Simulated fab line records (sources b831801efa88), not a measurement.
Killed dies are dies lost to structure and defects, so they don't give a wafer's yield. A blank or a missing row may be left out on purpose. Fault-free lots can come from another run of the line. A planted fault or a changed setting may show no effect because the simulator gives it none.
Which tool is to blame? | flow gf180mcu | 24 lots with 72 wafers sampled at 6 steps, on a route of 602 steps

WHAT EACH GAUGE READ, for each wafer
GF_M4_RS_MEAS_05: a four-point-probe measurement. Usual: M4_ALCU_RS typically reads 0.0694 ohm/sq, with standard deviation 0.00068.
lot  | measured     | on           | M4_ALCU_RS (ohm/sq)  | flag
L074 | day 23 13:22 | filmMetro-02 | 0.0694 0.0685 0.0683 | 
L075 | day 23 17:34 | filmMetro-04 | 0.0696 0.0693 0.0697 | 
L076 | day 24 04:10 | filmMetro-02 | 0.0697 0.0691 0.0699 | 
L077 | day 24 11:17 | filmMetro-01 | 0.0694 0.0688 0.0689 | 
L078 | day 24 17:58 | filmMetro-01 | 0.0681 0.0684 0.0700 | 
L079 | day 25 07:20 | filmMetro-01 | 0.0696 0.0679 0.0688 | 
L080 | day 25 11:41 | filmMetro-04 | 0.0705 0.0699 0.0697 | 
L081 | day 25 19:30 | filmMetro-02 | 0.0691 0.0695 0.0690 | 
L082 | day 26 05:50 | filmMetro-01 | 0.0696 0.0703 0.0692 | 
L083 | day 26 12:05 | filmMetro-02 | 0.0690 0.0692 0.0694 | 
L084 | day 26 15:33 | filmMetro-01 | 0.0686 0.0695 0.0690 | 
L085 | day 27 04:46 | filmMetro-02 | 0.0705 0.0696 0.0706 | 
L086 | day 27 11:46 | filmMetro-02 | 0.0707 0.0699 0.0697 | 
L087 | day 27 16:51 | filmMetro-01 | 0.0698 0.0693 0.0689 | 
L088 | day 28 00:16 | filmMetro-01 | 0.0697 0.0696 0.0701 | 
L089 | day 28 08:46 | filmMetro-01 | 0.0694 0.0706 0.0699 | 
L090 | day 28 14:30 | filmMetro-04 | 0.0691 0.0696 0.0705 | 
L091 | day 28 19:56 | filmMetro-01 | 0.0693 0.0693 0.0695 | 
L092 | day 29 04:05 | filmMetro-01 | 0.0699 0.0685 0.0687 | 
L093 | day 29 11:05 | filmMetro-04 | 0.0695 0.0697 0.0682 | 
L094 | day 29 13:58 | filmMetro-01 | 0.0702 0.0696 0.0702 | 
L095 | day 29 20:04 | filmMetro-01 | 0.0688 0.0690 0.0679 | 
L096 | day 30 03:27 | filmMetro-04 | 0.0684 0.0696 0.0685 | 
L097 | day 30 09:53 | filmMetro-04 | 0.0692 0.0690 0.0689 | 

GF_V5_THK_MEAS_01. Usual: V5_CVD_00_THK typically reads 301 nm, with standard deviation 3.1.
lot  | measured     | on           | V5_CVD_00_THK (nm) | flag
L074 | day 27 09:59 | filmMetro-03 | 305 304 302        | 
L075 | day 27 13:13 | filmMetro-01 | 299 301 303        | 
L076 | day 27 21:12 | filmMetro-04 | 306 302 304        | 
L077 | day 28 05:16 | filmMetro-03 | 301 297 298        | 
L078 | day 28 10:42 | filmMetro-04 | 303 305 302        | 
L079 | day 28 22:00 | filmMetro-01 | 297 294 301        | 
L080 | day 29 04:29 | filmMetro-03 | 304 305 302        | 
L081 | day 29 10:28 | filmMetro-01 | 299 297 295        | 
L082 | day 29 19:55 | filmMetro-04 | 308 304 307        | 
L083 | day 29 23:11 | filmMetro-01 | 298 305 299        | 
L084 | day 30 05:14 | filmMetro-03 | 303 296 295        | 
L085 | day 30 14:25 | filmMetro-03 | 303 306 298        | 
L086 | day 30 22:32 | filmMetro-01 | 301 300 291        | 
L087 | day 31 04:36 | filmMetro-01 | 299 304 301        | 
L088 | day 31 08:28 | filmMetro-03 | 303 299 300        | 
L089 | day 31 16:50 | filmMetro-03 | 301 297 301        | 
L090 | day 31 23:04 | filmMetro-03 | 299 299 299        | 
L091 | day 32 02:13 | filmMetro-01 | 299 297 300        | 
L092 | day 32 10:07 | filmMetro-01 | 298 304 296        | 
L093 | day 32 16:59 | filmMetro-04 | 300 299 301        | 
L094 | day 32 19:41 | filmMetro-01 | 302 298 296        | 
L095 | day 33 00:13 | filmMetro-03 | 304 304 302        | 
L096 | day 33 07:25 | filmMetro-01 | 302 296 302        | 
L097 | day 33 12:22 | filmMetro-03 | 301 306 304        | 

WHAT TOOL EACH LOT RAN ON (gives the tool, then ch and the chambers of the sampled wafers, and finally the start)
lot  | GF_V2_ETCH_17                                | GF_M3_METAL_ETCH_16              | GF_MIM_SPUTTER_07           | GF_M5_STRIP_11
L074 | rieDiel-03 ch 0,2,3, day 22 10:32 or earlier | rieMetal-01 ch 0,1, day 22 10:32 | pvdSputter-03, day 25 13:52 | plasmaAsher-04 ch 0,1, day 27 09:23
L075 | rieDiel-01 ch 0,2,3, day 22 14:59 or earlier | rieMetal-03 ch 0, day 22 14:59   | pvdSputter-02, day 25 18:09 | plasmaAsher-01 ch 0,1, day 27 12:38
L076 | rieDiel-01 ch 1,2, day 23 01:53 or earlier   | rieMetal-02 ch 0,1, day 23 01:53 | pvdSputter-01, day 26 03:34 | plasmaAsher-01 ch 1, day 27 20:35
L077 | rieDiel-03 ch 0,2,3, day 23 08:40 or earlier | rieMetal-03 ch 0,1, day 23 08:40 | pvdSputter-01, day 26 10:56 | plasmaAsher-01 ch 0,1, day 28 04:38
L078 | rieDiel-02 ch 0,1,3, day 23 16:19 or earlier | rieMetal-03 ch 0,1, day 23 16:19 | pvdSputter-01, day 26 17:07 | plasmaAsher-04 ch 0,1, day 28 10:07
L079 | rieDiel-03 ch 1,2,3, day 24 06:11 or earlier | rieMetal-02 ch 0,1, day 24 06:11 | pvdSputter-01, day 27 04:27 | plasmaAsher-04 ch 0,1, day 28 21:25
L080 | rieDiel-02 ch 0,1,2, day 24 10:39 or earlier | rieMetal-01 ch 0,1, day 24 10:39 | pvdSputter-02, day 27 10:29 | plasmaAsher-02 ch 0,1, day 29 03:53
L081 | rieDiel-02 ch 1,2,3, day 24 18:17 or earlier | rieMetal-01 ch 0,1, day 24 18:17 | pvdSputter-01, day 27 16:09 | plasmaAsher-01 ch 0,1, day 29 09:53
L082 | rieDiel-02 ch 0,2,3, day 25 05:25 or earlier | rieMetal-03 ch 0,1, day 25 05:25 | pvdSputter-02, day 28 01:58 | plasmaAsher-04 ch 0,1, day 29 19:20
L083 | rieDiel-03 ch 0,3, day 25 11:24 or earlier   | rieMetal-02 ch 0,1, day 25 11:24 | pvdSputter-03, day 28 07:31 | plasmaAsher-04 ch 0,1, day 29 22:34
L084 | rieDiel-02 ch 0,3, day 25 14:21 or earlier   | rieMetal-02 ch 0,1, day 25 14:21 | pvdSputter-03, day 28 12:03 | plasmaAsher-01 ch 0,1, day 30 04:40
L085 | rieDiel-03 ch 0,1, day 26 05:56 or earlier   | rieMetal-02 ch 0,1, day 26 05:56 | pvdSputter-02, day 29 00:03 | plasmaAsher-02 ch 0,1, day 30 13:50
L086 | rieDiel-03 ch 1,2,3, day 26 12:15 or earlier | rieMetal-03 ch 0,1, day 26 12:15 | pvdSputter-02, day 29 07:32 | plasmaAsher-02 ch 0,1, day 30 21:58
L087 | rieDiel-01 ch 0,1,3, day 26 18:08 or earlier | rieMetal-03 ch 0,1, day 26 18:08 | pvdSputter-01, day 29 12:23 | plasmaAsher-04 ch 0,1, day 31 03:56
L088 | rieDiel-03 ch 0,1, day 27 00:40 or earlier   | rieMetal-02 ch 0, day 27 00:40   | pvdSputter-02, day 29 18:25 | plasmaAsher-02 ch 0,1, day 31 07:52
L089 | rieDiel-01 ch 0,1,3, day 27 09:21 or earlier | rieMetal-03 ch 0,1, day 27 09:21 | pvdSputter-03, day 30 03:18 | plasmaAsher-01 ch 0,1, day 31 16:14
L090 | rieDiel-02 ch 0,2,3, day 27 14:55 or earlier | rieMetal-01 ch 0,1, day 27 14:55 | pvdSputter-01, day 30 08:31 | plasmaAsher-01 ch 0,1, day 31 22:29
L091 | rieDiel-01 ch 2,3, day 27 21:11 or earlier   | rieMetal-02 ch 0, day 27 21:11   | pvdSputter-02, day 30 13:24 | plasmaAsher-04 ch 0,1, day 32 01:38
L092 | rieDiel-03 ch 0,2,3, day 28 05:28 or earlier | rieMetal-01 ch 0,1, day 28 05:28 | pvdSputter-01, day 30 21:34 | plasmaAsher-02 ch 0,1, day 32 09:32
L093 | rieDiel-03 ch 1,2,3, day 28 11:48 or earlier | rieMetal-01 ch 0,1, day 28 11:48 | pvdSputter-01, day 31 04:25 | plasmaAsher-01 ch 0,1, day 32 16:23
L094 | rieDiel-01 ch 2,3, day 28 14:26 or earlier   | rieMetal-01 ch 0,1, day 28 14:26 | pvdSputter-03, day 31 07:32 | plasmaAsher-02 ch 0,1, day 32 19:07
L095 | rieDiel-02 ch 0,1,3, day 28 20:57 or earlier | rieMetal-03 ch 0,1, day 28 20:57 | pvdSputter-01, day 31 12:10 | plasmaAsher-04 ch 0,1, day 32 23:38
L096 | rieDiel-01 ch 0,3, day 29 05:29 or earlier   | rieMetal-02 ch 0,1, day 29 05:29 | pvdSputter-02, day 31 20:20 | plasmaAsher-04 ch 0,1, day 33 06:50
L097 | rieDiel-02 ch 0,1,2, day 29 12:04 or earlier | rieMetal-01 ch 0,1, day 29 12:04 | pvdSputter-02, day 32 01:43 | plasmaAsher-04 ch 0,1, day 33 11:47
- GF_V2_ETCH_17: etches SiO2 in C4F8/O2/Ar, stops on TiN, target depth 630 nm.
- GF_M3_METAL_ETCH_16: etches the open film in Cl2/BCl3, stops on SiO2, target depth 627.5 nm, time 104.6 s.
- GF_MIM_SPUTTER_07: material TiN, target thk 60 nm, time 50 s.
- GF_M5_STRIP_11: strips in O2/N2.

AS READ BY THE TOOLS THEMSELVES (means over the sampled wafers that have a number; for cases with no such wafer, the mark the record gives instead)
GF_V2_ETCH_17. Usual: oesProductAu 0.856 a.u., standard deviation 0.0053; rfFwdPowerW 1493 W, standard deviation 5.2.
lot  | tool       | oesProductAu (a.u.) | rfFwdPowerW (W) | flag
L074 | rieDiel-03 | 0.853               | 1490            | 
L075 | rieDiel-01 | 0.856               | 1493            | 
L076 | rieDiel-01 | 0.861               | 1491            | 
L077 | rieDiel-03 | 0.856               | 1492            | 
L078 | rieDiel-02 | 0.855               | 1487            | 
L079 | rieDiel-03 | 0.861               | 1496            | 
L080 | rieDiel-02 | 0.858               | 1493            | 
L081 | rieDiel-02 | 0.862               | 1489            | 
L082 | rieDiel-02 | 0.851               | 1496            | 
L083 | rieDiel-03 | 0.852               | 1492            | 
L084 | rieDiel-02 | 0.856               | 1498            | 
L085 | rieDiel-03 | 0.856               | 1494            | 
L086 | rieDiel-03 | 0.854               | 1499            | 
L087 | rieDiel-01 | 0.852               | 1490            | 
L088 | rieDiel-03 | 0.849               | 1496            | 
L089 | rieDiel-01 | 0.854               | 1488            | 
L090 | rieDiel-02 | 0.859               | 1497            | 
L091 | rieDiel-01 | 0.851               | 1494            | 
L092 | rieDiel-03 | 0.854               | 1493            | 
L093 | rieDiel-03 | 0.857               | 1496            | 
L094 | rieDiel-01 | 0.855               | 1499            | 
L095 | rieDiel-02 | 0.852               | 1491            | 
L096 | rieDiel-01 | 0.858               | 1488            | 
L097 | rieDiel-02 | 0.861               | 1492            | 

GF_M3_METAL_ETCH_16. Usual: bcl3FlowSccm 39.98 sccm, standard deviation 0.14; drypumpMotorCurrentA 5.4 A, standard deviation 0.43; oesProductAu 0.972 a.u., standard deviation 0.0068; rfFwdPowerW 796.1 W, standard deviation 2.6; throttleValvePct 28.250 %, standard deviation 0.011.
lot  | tool        | bcl3FlowSccm (sccm) | drypumpMotorCurrentA (A) | oesProductAu (a.u.) | rfFwdPowerW (W) | throttleValvePct (%) | flag
L074 | rieMetal-01 | 40.06               | 5.4                      | 0.972               | 797.1           | 28.246               | 
L075 | rieMetal-03 | 40.05               | 5.0                      | 0.974               | 795.7           | 28.244               | 
L076 | rieMetal-02 | 40.00               | 5.2                      | 0.970               | 796.6           | 28.251               | 
L077 | rieMetal-03 | 40.00               | 5.4                      | 0.967               | 797.6           | 28.243               | 
L078 | rieMetal-03 | 39.74               | 5.6                      | 0.985               | 797.2           | 28.242               | 
L079 | rieMetal-02 | 40.07               | 5.0                      | 0.972               | 795.7           | 28.250               | 
L080 | rieMetal-01 | 39.87               | 5.4                      | 0.974               | 797.3           | 28.250               | 
L081 | rieMetal-01 | 40.22               | 5.7                      | 0.973               | 797.9           | 28.251               | 
L082 | rieMetal-03 | 39.97               | 5.3                      | 0.969               | 798.0           | 28.254               | 
L083 | rieMetal-02 | 40.08               | 5.0                      | 0.961               | 794.3           | 28.269               | 
L084 | rieMetal-02 | 40.05               | 5.0                      | 0.966               | 796.0           | 28.265               | 
L085 | rieMetal-02 | 39.93               | 5.3                      | 0.970               | 791.9           | 28.256               | 
L086 | rieMetal-03 | 39.97               | 5.6                      | 0.966               | 796.2           | 28.253               | 
L087 | rieMetal-03 | 40.14               | 5.6                      | 0.968               | 795.4           | 28.255               | 
L088 | rieMetal-02 | 39.82               | 5.5                      | 0.974               | 792.3           | 28.247               | 
L089 | rieMetal-03 | 40.02               | 5.6                      | 0.968               | 798.7           | 28.248               | 
L090 | rieMetal-01 | 39.97               | 5.7                      | 0.981               | 795.2           | 28.234               | 
L091 | rieMetal-02 | 40.21               | 5.5                      | 0.968               | 794.2           | 28.246               | 
L092 | rieMetal-01 | 39.89               | 5.4                      | 0.978               | 793.2           | 28.249               | 
L093 | rieMetal-01 | 39.94               | 5.7                      | 0.974               | 795.3           | 28.255               | 
L094 | rieMetal-01 | 39.95               | 5.7                      | 0.967               | 795.6           | 28.257               | 
L095 | rieMetal-03 | 39.96               | 5.6                      | 0.967               | 797.5           | 28.261               | 
L096 | rieMetal-02 | 39.84               | 5.2                      | 0.978               | 795.8           | 28.232               | 
L097 | rieMetal-01 | 40.05               | 5.7                      | 0.972               | 798.8           | 28.249               | 

GF_MIM_SPUTTER_07. Usual: chamberPressurePa 0.4000 Pa, standard deviation 0.0008; throttleValvePct 29.9 %, standard deviation 0.75.
lot  | tool          | chamberPressurePa (Pa) | throttleValvePct (%) | flag
L074 | pvdSputter-03 | 0.3998                 | 29.8                 | 
L075 | pvdSputter-02 | 0.4001                 | 30.1                 | 
L076 | pvdSputter-01 | 0.4000                 | 29.8                 | 
L077 | pvdSputter-01 | 0.4002                 | 29.9                 | 
L078 | pvdSputter-01 | 0.3994                 | 29.7                 | 
L079 | pvdSputter-01 | 0.4000                 | 30.0                 | 
L080 | pvdSputter-02 | 0.3994                 | 29.2                 | 
L081 | pvdSputter-01 | 0.4001                 | 29.6                 | 
L082 | pvdSputter-02 | 0.4002                 | 29.8                 | 
L083 | pvdSputter-03 | 0.4005                 | 29.6                 | 
L084 | pvdSputter-03 | 0.3989                 | 31.3                 | 
L085 | pvdSputter-02 | 0.4006                 | 30.3                 | 
L086 | pvdSputter-02 | 0.3996                 | 29.9                 | 
L087 | pvdSputter-01 | 0.3998                 | 29.5                 | 
L088 | pvdSputter-02 | 0.3996                 | 30.0                 | 
L089 | pvdSputter-03 | 0.3997                 | 30.2                 | 
L090 | pvdSputter-01 | 0.4001                 | 29.4                 | 
L091 | pvdSputter-02 | 0.4012                 | 30.0                 | 
L092 | pvdSputter-01 | 0.3996                 | 30.0                 | 
L093 | pvdSputter-01 | 0.4002                 | 30.6                 | 
L094 | pvdSputter-03 | 0.3998                 | 30.0                 | 
L095 | pvdSputter-01 | 0.4007                 | 29.5                 | 
L096 | pvdSputter-02 | 0.3996                 | 30.1                 | 
L097 | pvdSputter-02 | 0.4000                 | 29.3                 | 

GF_M5_STRIP_11. Usual: drypumpMotorCurrentA 5.7 A, standard deviation 0.42; heaterPowerW 336 W, standard deviation 44; oesProductAu 0.544 a.u., standard deviation 0.0055; platenTempC 250.01 C, standard deviation 0.18; stripTimeToEndpointS 7.51 s, standard deviation 0.05.
lot  | tool           | drypumpMotorCurrentA (A) | heaterPowerW (W) | oesProductAu (a.u.) | platenTempC (C) | stripTimeToEndpointS (s) | flag
L074 | plasmaAsher-04 | 5.6                      | 361              | 0.545               | 250.05          | 7.59                     | 
L075 | plasmaAsher-01 | 5.3                      | 301              | 0.539               | 249.92          | 7.48                     | 
L076 | plasmaAsher-01 | 5.1                      | 318              | 0.542               | 249.81          | 7.54                     | 
L077 | plasmaAsher-01 | 5.4                      | 283              | 0.546               | 249.93          | 7.55                     | 
L078 | plasmaAsher-04 | 5.5                      | 372              | 0.546               | 250.14          | 7.49                     | 
L079 | plasmaAsher-04 | 5.6                      | 353              | 0.544               | 250.02          | 7.53                     | 
L080 | plasmaAsher-02 | 6.4                      | 370              | 0.550               | 249.89          | 7.54                     | 
L081 | plasmaAsher-01 | 5.3                      | 303              | 0.545               | 249.93          | 7.49                     | 
L082 | plasmaAsher-04 | 5.5                      | 377              | 0.547               | 249.99          | 7.56                     | 
L083 | plasmaAsher-04 | 5.6                      | 362              | 0.549               | 249.90          | 7.56                     | 
L084 | plasmaAsher-01 | 5.4                      | 286              | 0.541               | 249.92          | 7.48                     | 
L085 | plasmaAsher-02 | 6.3                      | 334              | 0.544               | 250.07          | 7.43                     | 
L086 | plasmaAsher-02 | 6.2                      | 334              | 0.541               | 249.93          | 7.47                     | 
L087 | plasmaAsher-04 | 5.5                      | 369              | 0.535               | 250.11          | 7.47                     | 
L088 | plasmaAsher-02 | 6.4                      | 366              | 0.541               | 249.96          | 7.49                     | 
L089 | plasmaAsher-01 | 5.3                      | 301              | 0.541               | 250.05          | 7.53                     | 
L090 | plasmaAsher-01 | 5.3                      | 298              | 0.543               | 249.87          | 7.43                     | 
L091 | plasmaAsher-04 | 5.6                      | 353              | 0.545               | 250.14          | 7.60                     | 
L092 | plasmaAsher-02 | 6.2                      | 330              | 0.550               | 249.82          | 7.59                     | 
L093 | plasmaAsher-01 | 5.4                      | 288              | 0.541               | 249.86          | 7.47                     | 
L094 | plasmaAsher-02 | 6.2                      | 334              | 0.549               | 250.20          | 7.54                     | 
L095 | plasmaAsher-04 | 5.6                      | 352              | 0.544               | 250.00          | 7.54                     | 
L096 | plasmaAsher-04 | 5.5                      | 365              | 0.544               | 250.19          | 7.50                     | 
L097 | plasmaAsher-04 | 5.5                      | 364              | 0.545               | 250.11          | 7.50                     | 

THE ANSWER, worked out from the rows above alone
Rule: a lot is off if the mean of its wafers that have a number lies more than 3 standard deviations from the usual mean. Also off: a lot with no number at a reading for which 4 or more lots have one. Any other lot the step has rows for is counted as sound. Order of review: gauges by route order, followed by the tools' own readings, for which a lot's mean as printed above is used. The first step at which some lot is off is used, and at that step the reading that is off furthest; a lot without a number counts as furthest.
None of the lots is off at any reading shown; this tells nothing.

WHAT THE SIMULATOR HAD PUT IN
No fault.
